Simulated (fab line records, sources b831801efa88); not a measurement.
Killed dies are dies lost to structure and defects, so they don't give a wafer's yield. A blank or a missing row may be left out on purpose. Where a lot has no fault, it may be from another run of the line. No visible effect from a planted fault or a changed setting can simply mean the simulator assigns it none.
fab line records	flow sky130	part 1 of 2: steps 1 to 26 of 39
record lots=5	wafers=15	lastDay=49
route steps=708 shown FIELD_ISO@2 NWELL@32 DNWELL@35
lots untouched by any fault: they come from a run of this same line in which no faults occurred
startH: start of the lot's first displayed wafer, in hours after the record's first day	waitH: how many hours have passed since the lot's step before this one	" repeats the value in the row above	L1.1+2: several wafers, shown together as one row	- no value, or no start was given	* or withheld: withheld	< > ~ a bound
route shown NAME@n: a module of which the file shows steps, and the number in the route of the first	usual: mean/standard deviation taken from wafers without a fault	same: alike in all rows	chamber/n: place in a boat	sites: per-site readings	_std_site: the values' standard deviation	_edge_site: inner sites' mean taken away from outer sites' mean	radiusMm: for every site, how far away it sits from the centre of the wafer	mask NAME#n: copy n	behind: the tool/chamber that last shaped the wafer	hold: the reason the lot was held/the length of the hold in hours/how it ended	device: the n, p or np transistor that did not switch	end of line: the tests these same wafers got at the end of their route	step lacking rows: just its recipe	killed: dies that structure and defects cost at the first sort, which is not the same as the wafer's yield	map: a wafer's dies, x killed, . not, _ none there
set.NAME: the setting as run; set.NAME@STEP: as run at that earlier step	model.NAME: the simulator's own value behind a step, which no gauge read
a table for each step, a row for each wafer; lots at some steps of the route
services: from which hour (startH, from the record's first day; less than 0 if before it) a tool's chamber was out of use, for how many hours, and why
## steps
# step SKY_FIELD_ISO_OXIDATION_01
# recipe tempC=900	ambient=O2	stabiliseS=600	purgeS=300	targetThkA=120	oxTimeS=1843
# usual spikeTcTopC=912.3/1.5	zonePowerBottomPct=30.4/0.73
# same oxTimeS=1843
lot.wafer	tool	chamber	startH	waitH	spikeTcTopC	zonePowerBottomPct
L074.4	furnace-01	0	11.82	1.7	914.4	30.9
L074.5	"	0	"	"	914.8	30.7
L074.6	"	0	"	"	914.0	30.7
L084.2	furnace-01	0	63.20	3.2	912.5	31.2
L084.4	"	0	"	"	914.6	30.6
L084.6	"	0	"	"	912.2	31.2
L085.1	furnace-01	0	68.97	3.9	912.3	30.5
L085.2	"	0	"	"	913.8	30.0
L085.6	"	0	"	"	911.3	31.3
L086.1	furnace-01	0	74.75	4.7	912.8	30.5
L086.2	"	0	"	"	912.7	31.3
L086.6	"	0	"	"	912.0	31.1
L088.1	furnace-01	0	81.70	1.7	912.7	31.0
L088.4	"	0	"	"	914.5	31.1
L088.5	"	0	"	"	913.7	30.9
# step SKY_FIELD_ISO_THK_MEAS_02
# recipe reads=SiO2_of_FIELD_ISO_OXIDATION_01
# usual FIELD_ISO_OXIDATION_00_THK=12.06/0.18
lot.wafer	tool	chamber	startH	waitH	FIELD_ISO_OXIDATION_00_THK[nm]
L074.4	filmMetro-03	-	13.36	0.0	11.67
L074.5	"	-	"	"	11.93
L074.6	"	-	"	"	11.69
L084.2	filmMetro-03	-	64.72	0.0	12.35
L084.4	"	-	"	"	12.23
L084.6	"	-	"	"	12.36
L085.1	filmMetro-02	-	70.48	0.0	12.11
L085.2	"	-	"	"	12.15
L085.6	"	-	"	"	12.18
L086.1	filmMetro-04	-	76.26	0.0	12.11
L086.2	"	-	"	"	12.13
L086.6	"	-	"	"	11.99
L088.1	filmMetro-02	-	83.21	0.0	12.22
L088.4	"	-	"	"	12.30
L088.5	"	-	"	"	12.43
# step SKY_FIELD_ISO_CVD_03
# recipe material=Si3N4	precursor=DCS/NH3	targetThkNm=165	tempC=770	timeS=2830	pressureMtorr=250
# usual spikeTcTopC=788.1/1.1	zonePowerBottomPct=20.7/0.94
lot.wafer	tool	chamber	startH	waitH	spikeTcTopC	zonePowerBottomPct
L074.4	lpcvd-02	0	13.39	0.0	788.1	19.7
L074.5	"	0	"	"	788.3	20.1
L074.6	"	0	"	"	786.6	19.9
L084.2	lpcvd-02	0	66.64	1.9	788.1	20.0
L084.4	"	0	"	"	788.4	19.7
L084.6	"	0	"	"	789.5	19.8
L085.1	lpcvd-02	0	71.89	1.4	788.1	19.8
L085.2	"	0	"	"	786.1	19.8
L085.6	"	0	"	"	787.7	19.9
L086.1	lpcvd-02	1	76.32	0.1	788.6	21.7
L086.2	"	1	"	"	788.1	21.7
L086.6	"	1	"	"	788.9	21.7
L088.1	lpcvd-02	1	86.30	3.1	790.1	21.6
L088.4	"	1	"	"	790.2	21.6
L088.5	"	1	"	"	787.5	22.1
# step SKY_FIELD_ISO_THK_MEAS_04
# recipe reads=Si3N4_of_FIELD_ISO_CVD_03
# usual FIELD_ISO_CVD_03_THK=165.6/1.4
lot.wafer	tool	chamber	startH	waitH	FIELD_ISO_CVD_03_THK[nm]
L074.4	filmMetro-04	-	15.21	0.0	165.3
L074.5	"	-	"	"	166.1
L074.6	"	-	"	"	165.7
L084.2	filmMetro-04	-	68.44	0.0	166.2
L084.4	"	-	"	"	165.0
L084.6	"	-	"	"	165.5
L085.1	filmMetro-04	-	73.67	0.0	166.3
L085.2	"	-	"	"	164.8
L085.6	"	-	"	"	165.9
L086.1	filmMetro-04	-	78.11	0.0	168.6
L086.2	"	-	"	"	168.4
L086.6	"	-	"	"	167.1
L088.1	filmMetro-03	-	88.09	0.0	165.0
L088.4	"	-	"	"	164.2
L088.5	"	-	"	"	163.8
# step SKY_FIELD_ISO_DEHYDRATE_05
# recipe tempC=200	timeS=60
# usual heaterPowerTotalW=160.38/0.14
lot.wafer	tool	chamber	startH	waitH	heaterPowerTotalW
L074.4	lithoTrack-04	0	22.14	6.9	160.35
L074.5	"	0	"	"	160.57
L074.6	"	0	"	"	160.22
L084.2	lithoTrack-03	0	75.52	7.1	160.43
L084.4	"	0	"	"	160.58
L084.6	"	0	"	"	160.61
L085.1	lithoTrack-03	0	81.14	7.5	160.27
L085.2	"	0	"	"	160.58
L085.6	"	0	"	"	160.28
L086.1	lithoTrack-01	0	85.72	7.6	160.35
L086.2	"	0	"	"	160.54
L086.6	"	0	"	"	160.37
L088.1	lithoTrack-03	0	95.44	7.3	160.20
L088.4	"	0	"	"	160.30
L088.5	"	0	"	"	160.33
# step SKY_FIELD_ISO_HMDS_06
# recipe primeTimeS=60	primeTempC=120
lot.wafer	tool	chamber	startH	waitH
L074.4+5+6	lithoTrack-04	0	22.29	0.1
L084.2+4+6	lithoTrack-03	0	75.67	0.1
L085.1+2+6	lithoTrack-03	0	81.29	0.1
L086.1+2+6	lithoTrack-01	0	85.87	0.1
L088.1+4+5	lithoTrack-03	0	95.59	0.1
# step SKY_FIELD_ISO_COAT_07
# recipe resist=BARC	tempC=withheld	timeS=withheld	spinRpm=3000	resistThkNm=60
lot.wafer	tool	chamber	startH	waitH
L074.4+5+6	lithoTrack-04	0	22.44	0.1
L084.2+4+6	lithoTrack-03	0	75.82	0.1
L085.1+2+6	lithoTrack-03	0	81.44	0.1
L086.1+2+6	lithoTrack-01	0	86.02	0.1
L088.1+4+5	lithoTrack-03	0	95.74	0.1
# step SKY_FIELD_ISO_COAT_08
# recipe resist=KrF-thick	spinRpm=3000	resistThkNm=450
lot.wafer	tool	chamber	startH	waitH
L074.4+5+6	lithoTrack-04	0	-	-
L084.2+4+6	lithoTrack-03	0	-	-
L085.1+2+6	lithoTrack-03	0	-	-
L086.1+2+6	lithoTrack-01	0	-	-
L088.1+4+5	lithoTrack-03	0	-	-
# step SKY_FIELD_ISO_SOFTBAKE_09
# recipe tempC=100	timeS=90	resist=KrF-thick
# usual heaterPowerTotalW=57.37/0.11
lot.wafer	tool	chamber	startH	waitH	heaterPowerTotalW
L074.4	lithoTrack-04	0	-	-	57.23
L074.5	"	0	"	"	57.39
L074.6	"	0	"	"	57.22
L084.2	lithoTrack-03	0	-	-	57.35
L084.4	"	0	"	"	57.22
L084.6	"	0	"	"	57.56
L085.1	lithoTrack-03	0	-	-	57.49
L085.2	"	0	"	"	57.34
L085.6	"	0	"	"	57.24
L086.1	lithoTrack-01	0	-	-	57.59
L086.2	"	0	"	"	57.35
L086.6	"	0	"	"	57.52
L088.1	lithoTrack-03	0	-	-	57.24
L088.4	"	0	"	"	57.44
L088.5	"	0	"	"	57.43
# step SKY_FIELD_ISO_EXPOSE_10
# recipe maskId=FOM	na=0.68	sourceShape=annular	sigmaInner=0.4	sigmaOuter=0.8	targetCdNm=150	doseMj=28
# same na=0.68	sigmaInner=0.4
lot.wafer	tool	chamber	startH	waitH	mask
L074.4+5+6	krfScanner-02	0	-	-	FOM#0
L084.2+4+6	krfScanner-01	0	-	-	FOM#0
L085.1+2+6	krfScanner-02	0	-	-	FOM#0
L086.1+2+6	krfScanner-02	0	-	-	FOM#0
L088.1+4+5	krfScanner-02	0	-	-	FOM#0
# step SKY_FIELD_ISO_PEB_11
# recipe pebTempC=withheld	pebTimeS=withheld	resist=KrF-thick
lot.wafer	tool	chamber	startH	waitH
L074.4+5+6	lithoTrack-01	0	-	-
L084.2+4+6	lithoTrack-03	0	-	-
L085.1+2+6	lithoTrack-04	0	-	-
L086.1+2+6	lithoTrack-01	0	-	-
L088.1+4+5	lithoTrack-01	0	-	-
# step SKY_FIELD_ISO_DEVELOP_12
# recipe developTimeS=60	resist=KrF-thick	devTempC=21
lot.wafer	tool	chamber	startH	waitH
L074.4+5+6	lithoTrack-01	0	-	-
L084.2+4+6	lithoTrack-03	0	-	-
L085.1+2+6	lithoTrack-04	0	-	-
L086.1+2+6	lithoTrack-01	0	-	-
L088.1+4+5	lithoTrack-01	0	-	-
# step SKY_FIELD_ISO_CD_MEAS_13
# recipe targetCdNm=150
# usual cdNm=149.9/1.7
lot.wafer	tool	chamber	startH	waitH	cdNm
L074.4	cdSem-01	-	29.13	-	151.9
L074.5	"	-	"	"	151.4
L074.6	"	-	"	"	150.5
L084.2	cdSem-02	-	84.06	-	149.1
L084.4	"	-	"	"	149.0
L084.6	"	-	"	"	148.9
L085.1	cdSem-01	-	90.81	-	151.4
L085.2	"	-	"	"	150.2
L085.6	"	-	"	"	149.6
L086.1	cdSem-01	-	94.27	-	147.4
L086.2	"	-	"	"	146.7
L086.6	"	-	"	"	146.9
L088.1	cdSem-01	-	105.62	-	151.6
L088.4	"	-	"	"	150.7
L088.5	"	-	"	"	152.2
# step SKY_FIELD_ISO_ETCH_14
# recipe chemistry=N2/H2	target=BARC	ionEnergyEv=200	sourceW=500	biasW=100	pressureMtorr=30	n2FlowSccm=100	h2FlowSccm=200	stopOn=SiO2	timeS=45.9	targetDepthA=600
# usual drypumpMotorCurrentA=5.7/0.34	oesProductAu=0.854/0.0046	rfFwdPowerW=494.9/1.8	throttleValvePct=13.225/0.0094
lot.wafer	tool	chamber	startH	waitH	drypumpMotorCurrentA	oesProductAu	rfFwdPowerW	rfHoursCounterH	throttleValvePct
L074.4	rieDiel-02	2	29.19	0.0	5.1	0.856	495.1	2	13.234
L074.5	"	0	"	"	5.4	0.851	495.1	-	13.227
L074.6	"	3	"	"	5.2	0.855	494.0	-	13.227
L084.2	rieDiel-03	2	84.16	0.1	5.7	0.858	492.2	66	13.215
L084.4	"	3	"	"	5.8	0.854	494.4	82	13.219
L084.6	"	3	"	"	5.8	0.860	496.2	-	13.211
L085.1	rieDiel-02	0	90.93	0.1	5.4	0.858	495.0	43	13.223
L085.2	"	3	"	"	5.2	0.852	493.7	93	13.223
L085.6	"	1	"	"	6.5	0.851	490.4	-	13.245
L086.1	rieDiel-04	2	94.39	0.1	5.6	0.862	495.0	0	13.216
L086.2	"	0	"	"	5.8	0.854	493.5	6	13.235
L086.6	"	3	"	"	5.6	0.856	495.4	-	13.230
L088.1	rieDiel-02	0	105.74	0.1	5.4	0.854	493.7	43	13.229
L088.4	"	3	"	"	5.2	0.844	492.3	94	13.221
L088.5	"	0	"	"	5.4	0.844	494.9	-	13.222
# step SKY_FIELD_ISO_ETCH_15
# recipe chemistry=CHF3/O2	targetDepthNm=180	stopOn=Si	sourceW=600	biasW=200	pressureMtorr=40	chf3FlowSccm=50	O2_flow_sccm=5	timeS=72
# usual drypumpMotorCurrentA=5.7/0.34	oesProductAu=0.949/0.0068	rfFwdPowerW=596.0/2	throttleValvePct=8.844/0.0094
lot.wafer	tool	chamber	startH	waitH	drypumpMotorCurrentA	oesProductAu	rfFwdPowerW	rfHoursCounterH	throttleValvePct
L074.4	rieDiel-02	2	29.23	0.0	5.1	0.948	596.3	2	8.841
L074.5	"	0	"	"	5.4	0.947	597.6	-	8.841
L074.6	"	3	"	"	5.2	0.949	594.9	-	8.835
L084.2	rieDiel-03	2	84.21	0.0	5.6	0.944	595.9	66	8.843
L084.4	"	3	"	"	5.8	0.946	596.8	82	8.841
L084.6	"	3	"	"	5.8	0.946	593.7	-	8.850
L085.1	rieDiel-02	0	90.98	0.0	5.4	0.943	597.6	43	8.852
L085.2	"	3	"	"	5.2	0.943	595.5	93	8.824
L085.6	"	1	"	"	6.5	0.949	597.9	-	8.831
L086.1	rieDiel-04	2	94.43	0.0	5.6	0.958	596.8	0	8.844
L086.2	"	0	"	"	5.8	0.960	597.2	6	8.844
L086.6	"	3	"	"	5.5	0.965	593.9	-	8.850
L088.1	rieDiel-02	0	105.78	0.0	5.4	0.940	596.4	43	8.836
L088.4	"	3	"	"	5.3	0.942	595.1	94	8.840
L088.5	"	0	"	"	5.4	0.949	594.7	-	8.854
# step SKY_FIELD_ISO_STRIP_16
# recipe chemistry=O2/N2	powerW=1400	pressureMtorr=1500	platenTempC=withheld	o2FlowSccm=3000	n2FlowSccm=300	overashFraction=0.5
# usual drypumpMotorCurrentA=5.6/0.57	oesProductAu=0.378/0.0051	stripTimeToEndpointS=3.56/0.031
lot.wafer	tool	chamber	startH	waitH	drypumpMotorCurrentA	oesProductAu	rfHoursCounterH	stripTimeToEndpointS
L074.4	plasmaAsher-01	1	29.32	0.1	4.9	0.374	-	3.54
L074.5	"	0	"	"	5.8	0.373	-	3.53
L074.6	"	1	"	"	4.9	0.380	-	3.59
L084.2	plasmaAsher-02	1	84.26	0.0	5.7	0.380	34	3.57
L084.4	"	0	"	"	6.6	0.374	-	3.52
L084.6	"	1	"	"	5.7	0.377	-	3.50
L085.1	plasmaAsher-01	0	91.03	0.0	5.8	0.381	46	3.54
L085.2	"	1	"	"	4.9	0.381	46	3.56
L085.6	"	1	"	"	4.9	0.376	-	3.50
L086.1	plasmaAsher-01	1	94.49	0.0	4.9	0.381	46	3.59
L086.2	"	0	"	"	5.8	0.388	46	3.58
L086.6	"	0	"	"	5.8	0.375	-	3.52
L088.1	plasmaAsher-01	1	105.84	0.0	4.9	0.382	48	3.53
L088.4	"	0	"	"	5.7	0.379	-	3.60
L088.5	"	1	"	"	4.9	0.371	-	3.55
# step SKY_FIELD_ISO_ETCH_17
# recipe targetDepthA=3420	maskMaterial=Si3N4	chemistry=HBr/Cl2/O2	target=Si	taperDeg=5	icpW=600	biasW=150	pressureMtorr=15	HBr_flow_sccm=150	Cl2_flow_sccm=40	O2_flow_sccm=6	timeS=97.7
# usual HBr_flow_sccm=149.9/0.46	drypumpMotorCurrentA=5.8/0.39	oesProductAu=1.003/0.0091	rfFwdPowerW=596.7/2	throttleValvePct=25.653/0.01
lot.wafer	tool	chamber	startH	waitH	HBr_flow_sccm	drypumpMotorCurrentA	oesProductAu	rfFwdPowerW	rfHoursCounterH	throttleValvePct
L074.4	rieSi-01	0	29.39	0.0	149.5	6.5	1.009	593.2	2	25.658
L074.5	"	2	"	"	148.5	5.6	1.010	598.4	-	25.657
L074.6	"	1	"	"	150.6	6.0	1.015	597.7	-	25.646
L084.2	rieSi-01	1	84.36	0.1	150.0	6.0	1.018	594.7	134	25.654
L084.4	"	2	"	"	150.2	5.7	1.001	594.7	21	25.674
L084.6	"	2	"	"	149.9	5.7	1.008	595.4	-	25.646
L085.1	rieSi-02	1	91.13	0.1	149.4	5.3	1.012	597.9	91	25.652
L085.2	"	0	"	"	150.7	5.6	0.983	595.1	45	25.670
L085.6	"	1	"	"	150.2	5.3	1.004	598.9	-	25.649
L086.1	rieSi-01	0	94.59	0.1	150.1	6.5	1.000	595.8	3	25.643
L086.2	"	1	"	"	150.6	6.0	1.012	597.4	134	25.639
L086.6	"	1	"	"	150.8	6.0	1.001	598.2	-	25.645
L088.1	rieSi-01	1	105.94	0.1	150.4	6.1	1.016	596.8	134	25.648
L088.4	"	0	"	"	150.0	6.5	1.006	595.3	3	25.661
L088.5	"	3	"	"	149.3	5.6	1.013	595.7	-	25.658
# step SKY_FIELD_ISO_WET_ETCH_18
# recipe chemistry=H3PO4	targetDepthNm=25	tempC=160	target=Si3N4	timeS=286
lot.wafer	tool	chamber	startH	waitH
L074.4+5+6	wetBench-03	2	29.46	0.0
L084.2+4+6	wetBench-03	1	84.43	0.0
L085.1+2+6	wetBench-02	2	91.20	0.0
L086.1+2+6	wetBench-02	2	94.66	0.0
L088.1+4+5	wetBench-03	3	106.01	0.0
# step SKY_FIELD_ISO_CLEAN_19
# recipe chemistry=SC1/SC2	mix=1:4:20	tempC=70	timeS=150
lot.wafer	tool	chamber	startH	waitH
L074.4+5+6	wetBench-04	3	29.56	0.0
L084.2+4+6	wetBench-02	1	84.52	0.0
L085.1+2+6	wetBench-04	1	91.30	0.0
L086.1+2+6	wetBench-04	1	94.76	0.0
L088.1+4+5	wetBench-02	2	106.11	0.0
# step SKY_FIELD_ISO_CLEAN_20
# recipe chemistry=dHF	timeS=20	dilution=100:1
lot.wafer	tool	chamber	startH	waitH
L074.4+5+6	wetBench-02	3	29.61	0.0
L084.2+4+6	wetBench-04	1	84.57	0.0
L085.1+2+6	wetBench-03	2	91.35	0.0
L086.1+2+6	wetBench-02	0	94.81	0.0
L088.1+4+5	wetBench-04	2	106.16	0.0
# step SKY_FIELD_ISO_WET_ETCH_21
# recipe chemistry=dHF	dilution=100:1	targetDepthNm=20	dry=ipaMarangoni	target=SiO2	tempC=25	timeS=400
lot.wafer	tool	chamber	startH	waitH
L074.4+5+6	wetBench-03	1	29.63	0.0
L084.2+4+6	wetBench-03	0	84.59	0.0
L085.1+2+6	wetBench-02	3	91.37	0.0
L086.1+2+6	wetBench-04	2	94.82	0.0
L088.1+4+5	wetBench-03	2	106.17	0.0
# step SKY_FIELD_ISO_OXIDATION_22
# recipe tempC=950	ambient=O2	stabiliseS=600	purgeS=300	targetThkA=100	oxTimeS=623
# usual spikeTcTopC=961.1/1.4	zonePowerBottomPct=33.9/0.8
# same oxTimeS=623
lot.wafer	tool	chamber	startH	waitH	spikeTcTopC	zonePowerBottomPct
L074.4	furnace-02	0	33.45	3.7	961.2	33.6
L074.5	"	0	"	"	960.4	33.8
L074.6	"	0	"	"	960.7	33.6
L084.2	furnace-02	0	84.79	0.1	958.6	33.0
L084.4	"	0	"	"	960.6	33.8
L084.6	"	0	"	"	960.6	33.4
L085.1	furnace-02	0	91.50	0.0	961.3	33.3
L085.2	"	0	"	"	961.6	33.4
L085.6	"	0	"	"	957.6	34.0
L086.1	furnace-01	0	94.94	0.0	961.4	34.3
L086.2	"	0	"	"	963.8	34.7
L086.6	"	0	"	"	961.4	34.6
L088.1	furnace-02	0	108.69	2.4	959.9	33.5
L088.4	"	0	"	"	960.7	33.2
L088.5	"	0	"	"	960.6	33.3
# step SKY_FIELD_ISO_THK_MEAS_23
# recipe reads=SiO2_of_FIELD_ISO_OXIDATION_22
# usual FIELD_ISO_OXIDATION_01_THK=10.05/0.18
lot.wafer	tool	chamber	startH	waitH	FIELD_ISO_OXIDATION_01_THK[nm]
L074.4	filmMetro-04	-	34.65	0.0	10.13
L074.5	"	-	"	"	10.05
L074.6	"	-	"	"	9.91
L084.2	filmMetro-03	-	86.03	0.1	10.05
L084.4	"	-	"	"	10.09
L084.6	"	-	"	"	10.03
L085.1	filmMetro-03	-	92.67	0.0	10.04
L085.2	"	-	"	"	10.36
L085.6	"	-	"	"	10.26
L086.1	filmMetro-04	-	96.11	0.0	9.81
L086.2	"	-	"	"	9.98
L086.6	"	-	"	"	9.89
L088.1	filmMetro-03	-	109.86	0.0	10.18
L088.4	"	-	"	"	10.19
L088.5	"	-	"	"	9.95
# step SKY_FIELD_ISO_CVD_24
# recipe material=SiO2	targetThkNm=595	tempC=650	sigmaOpenFrac=0.3	timeS=99.2	sih4FlowSccm=60	pressureMtorr=6
lot.wafer	tool	chamber	startH	waitH
L074.4+5+6	hdpcvd-02	0,1,2	34.72	0.1
L084.2+4+6	hdpcvd-02	2,2,1	86.08	0.0
L085.1+2+6	hdpcvd-02	0,2,0	92.73	0.1
L086.1+2+6	hdpcvd-01	2,0,0	96.17	0.1
L088.1+4+5	hdpcvd-02	0,1,2	109.92	0.1
# step SKY_FIELD_ISO_THK_MEAS_25
# recipe reads=SiO2_of_FIELD_ISO_CVD_24
# usual FIELD_ISO_CVD_24_THK=595/7.8
lot.wafer	tool	chamber	startH	waitH	FIELD_ISO_CVD_24_THK[nm]
L074.4	filmMetro-02	-	34.78	0.0	604
L074.5	"	-	"	"	603
L074.6	"	-	"	"	600
L084.2	filmMetro-02	-	86.16	0.0	603
L084.4	"	-	"	"	605
L084.6	"	-	"	"	608
L085.1	filmMetro-04	-	92.80	0.0	596
L085.2	"	-	"	"	601
L085.6	"	-	"	"	594
L086.1	filmMetro-04	-	96.25	0.0	587
L086.2	"	-	"	"	595
L086.6	"	-	"	"	587
L088.1	filmMetro-04	-	109.99	0.0	605
L088.4	"	-	"	"	607
L088.5	"	-	"	"	608
# step SKY_FIELD_ISO_ANNEAL_26
# recipe tempC=1000	timeS=1800	ambient=N2
# usual spikeTcTopC=1011.0/1.5	zonePowerBottomPct=38.2/0.99
lot.wafer	tool	chamber	startH	waitH	spikeTcTopC	zonePowerBottomPct
L074.4	furnace-02	0	38.78	4.0	1008.9	37.1
L074.5	"	0	"	"	1010.2	37.8
L074.6	"	0	"	"	1009.8	37.1
L084.2	furnace-02	0	87.48	1.3	1009.4	37.7
L084.4	"	0	"	"	1010.0	37.8
L084.6	"	0	"	"	1011.1	37.4
L085.1	furnace-01	0	92.86	0.1	1013.4	39.1
L085.2	"	0	"	"	1011.2	38.5
L085.6	"	0	"	"	1011.9	39.7
L086.1	furnace-02	0	96.63	0.4	1009.8	37.2
L086.2	"	0	"	"	1010.2	37.0
L086.6	"	0	"	"	1011.4	38.1
L088.1	furnace-02	0	110.05	0.1	1009.0	37.3
L088.4	"	0	"	"	1010.9	37.6
L088.5	"	0	"	"	1009.3	37.5
